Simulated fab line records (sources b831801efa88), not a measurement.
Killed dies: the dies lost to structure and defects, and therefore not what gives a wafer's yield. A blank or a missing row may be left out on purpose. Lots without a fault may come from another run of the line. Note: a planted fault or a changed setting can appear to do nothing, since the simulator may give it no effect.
A struck lot beside a sound one || flow sky130 || 15 steps out of a route of 708
Sound: the wafers L932.2, L932.4, L932.6. Wafers struck: L937.1, L937.2, L937.3. The cause is given at the end.
Order at every step that has rows: each side's tool, ch and its chambers, its first start. Under that, the readings that differ: sound wafers || struck wafers || difference of the means || sigmas: that difference in standard deviations of wafers without a fault.
alike: words and numbers the same on both sides, and readings whose means are apart by under 2 such deviations; not compared: readings that were withheld, readings missing a value for some wafer, numbers with overlapping values and no deviation given by the record, and bounds like >300 which may hide the same value.
The two part at a step that has a row with sigmas, a row that says differs or no value, or rows on one side only. Numbers that have no deviation but don't overlap get no sigmas and don't part them. A reading missing from all wafers of one side parts the sides only when that side holds two or more wafers.

SKY_CONTACT_CMP_27: polishes, stops on SiO2, t overpolish 15 s, target thk 0 nm.
  sound on cmp-01 ch 1,2, day 33 15:11; struck on cmp-02 ch 1,2,3, day 34 02:52
  alike: motor-current-A, overpolish-run-s, time-to-endpoint-s
then, 1 step without rows for these wafers: SKY_METAL1_SPUTTER_00 (material Ti, target thk 15 nm, time 10 s).
SKY_METAL1_SPUTTER_01: material TiN, target thk 20 nm, time 16.7 s.
  sound: pvd-sputter-04 at day 33 15:31; struck: pvd-sputter-01 at day 34 03:11
  alike: throttle-valve-pct
SKY_METAL1_SPUTTER_02: material AlCu, target thk 250 nm, time 13.3 s.
  sound: pvd-sputter-04 at day 33 15:32; struck: pvd-sputter-01 at day 34 03:13
  alike: throttle-valve-pct
then, 1 step without rows for these wafers: SKY_METAL1_SPUTTER_03 (material Ti, target thk 5 nm, time 3.3 s).
SKY_METAL1_SPUTTER_04: material TiN, target thk 70 nm, time 58.3 s.
  sound: pvd-sputter-04 at day 33 15:35; struck: pvd-sputter-01 at day 34 03:16
  alike: throttle-valve-pct
SKY_METAL1_RS_MEAS_05: measurement is done with a four-point probe.
  sound: film-metro-03 at day 33 15:38; struck: film-metro-02 at day 34 03:19
{"reading": "METAL1_ALCU_RS (ohm/sq)", "sound": "0.1256 0.1241 0.1249", "struck": "0.1279 0.1293 0.1290", "difference": "+0.0039", "sigmas": "+2"}
SKY_METAL1_THK_MEAS_06: measures by xrf.
  sound: film-metro-03 at day 33 15:45; struck: film-metro-02 at day 34 03:26
{"reading": "METAL1_ALCU_THK (nm)", "sound": "248 251 248", "struck": "241 239 240", "difference": -9, "sigmas": -2}
SKY_METAL1_DEHYDRATE_07: time 62.18 s.
  sound on litho-track-02 ch 0, day 34 04:04; struck on litho-track-02 ch 0, day 34 16:56
  alike: plate-sensor-t-centre-C, plate-sensor-t-edge-C
then, 3 steps without rows for these wafers: SKY_METAL1_HMDS_08 (prime time 60 s); SKY_METAL1_COAT_09 (resist thk 60 nm); SKY_METAL1_COAT_10 (resist thk 450 nm).
SKY_METAL1_SOFTBAKE_11: time 90 s.
  sound on litho-track-02 ch 0, day 34 04:00; struck on litho-track-02 ch 0, day 34 17:00
{"reading": "heater-power-total-W (W)", "sound": "57.44 57.45 57.36", "struck": "56.35 56.31 56.25", "difference": -1.11, "sigmas": -10}
{"reading": "plate-temp-C (C)", "sound": "99.92 100.13 100.10", "struck": "98.63 98.73 98.57", "difference": -1.41, "sigmas": -11}
then, 1 step without rows for these wafers: SKY_METAL1_EXPOSE_12 (exposes mask MM1, target cd 140 nm).
-- the record jumps here: 13 days lie between the struck wafers' starts before and after (it left off in module METAL1 and takes up again in module PAD_OPEN, whose first step shown is number 708 of the route) --
SKY_PAD_OPEN_PROBE_99:
  sound: prober-02 at day 47 08:56; struck: prober-01 at day 47 17:28
{"reading": "killed-at-front-end", "sound": "12 12 14", "struck": "25 20 27", "difference": "+11", "sigmas": "+2"}
  alike: killed_at_M0_to_M3, killed_at_M4_up, killed-at-contacts, killed-at-other, killed-dies, killed-open, killed-short

## WHERE THEY PART
At SKY_METAL1_RS_MEAS_05 first; at SKY_PAD_OPEN_PROBE_99 last (within this record only).

WHY: the cause the simulator had injected
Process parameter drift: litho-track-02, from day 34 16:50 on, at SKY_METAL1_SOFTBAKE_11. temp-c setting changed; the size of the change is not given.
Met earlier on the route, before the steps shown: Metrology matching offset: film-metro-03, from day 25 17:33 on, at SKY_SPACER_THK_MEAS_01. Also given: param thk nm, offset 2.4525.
